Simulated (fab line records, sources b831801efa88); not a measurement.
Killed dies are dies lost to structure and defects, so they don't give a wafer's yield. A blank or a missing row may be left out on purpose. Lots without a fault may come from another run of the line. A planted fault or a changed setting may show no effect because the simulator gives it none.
Chamber matching | flow gf180mcu | GF_CONTACT_CMP_04 on cmp-01: 4 sister chambers
The step polishes SiO2. 20 wafers are shown with their chamber, then 10 later ones without.

WAFERS WITH THEIR CHAMBER
wafer  | chamber | motor_current_A (A) | platen_rpm (rpm) | time_to_endpoint_s (s)
L696.1 | 1       | 10.9                | 60.00            | 116
L696.4 | 0       | 13.9                | 59.95            | 124
L696.6 | 0       | 14.0                | 59.98            | 122
L697.1 | 0       | 13.9                | 59.98            | 115
L697.5 | 2       | 11.5                | 60.04            | 116
L697.6 | 1       | 11.8                | 59.98            | 119
L698.1 | 3       | 15.8                | 59.96            | 116
L698.4 | 2       | 11.2                | 60.04            | 116
L698.5 | 3       | 15.6                | 59.97            | 123
L699.1 | 2       | 11.3                | 59.95            | 107
L699.3 | 0       | 13.1                | 60.09            | 110
L699.4 | 1       | 11.3                | 60.03            | 119
L703.2 | 2       | 11.4                | 60.05            | 98
L703.4 | 0       | 13.8                | 60.05            | 109
L703.5 | 3       | 14.5                | 59.98            | 107
L705.2 | 1       | 11.7                | 59.96            | 102
L705.3 | 3       | 15.1                | 60.03            | 103
L705.6 | 0       | 13.8                | 60.00            | 106
L706.3 | 3       | 15.4                | 60.00            | 110
L706.4 | 0       | 14.0                | 60.05            | 110

SIGNATURES (means of the wafers above)
reading            | chamber 0 | chamber 1 | chamber 2 | chamber 3 | scatter within a chamber
motor_current_A    | 13.786    | 11.425    | 11.350    | 15.280    | 0.369
platen_rpm         | 60.0143   | 59.9925   | 60.0200   | 59.9880   | 0.0413
time_to_endpoint_s | 113.71    | 114.00    | 109.25    | 111.80    | 7.72
Rule: a wafer's distance from a chamber is the root of the sum, over the readings, of the square of ((its reading less the chamber's mean) divided by the reading's scatter). The wafer belongs to the nearest chamber; if the next one is less than 2 further off, it can't be placed. The scatter: the root of (the sum of the squares of (reading less its chamber's mean) over the shown wafers, divided by (wafers less chambers)).

WAFERS WITHOUT THEIR CHAMBER
wafer  | motor_current_A (A) | platen_rpm (rpm) | time_to_endpoint_s (s)
L706.6 | 15.9                | 60.02            | 117
L707.3 | 15.1                | 59.93            | 106
L707.4 | 11.4                | 59.99            | 106
L707.5 | 15.2                | 59.93            | 109
L717.1 | 11.9                | 59.98            | 106
L717.3 | 16.0                | 60.01            | 113
L717.6 | 11.3                | 59.98            | 115
L719.1 | 11.5                | 60.02            | 109
L719.2 | 15.6                | 60.02            | 112
L719.5 | 12.3                | 60.07            | 112

WHICH CHAMBER EACH WENT THROUGH
wafer  | from the rows above          | in truth
L706.6 | 3                            | 3
L707.3 | 3                            | 3
L707.4 | can't be placed: 2 or 1      | 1
L707.5 | 3                            | 3
L717.1 | can't be placed: 1 or 2      | 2
L717.3 | 3                            | 3
L717.6 | can't be placed: 1 or 2      | 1
L719.1 | can't be placed: 2 or 1      | 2
L719.2 | 3                            | 3
L719.5 | can't be placed: 2 or 1 or 0 | 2
Placed correctly: 5 of 10. Can't be placed from these rows: 5 (the true chamber is among the candidates in 5). Placed wrongly: 0.
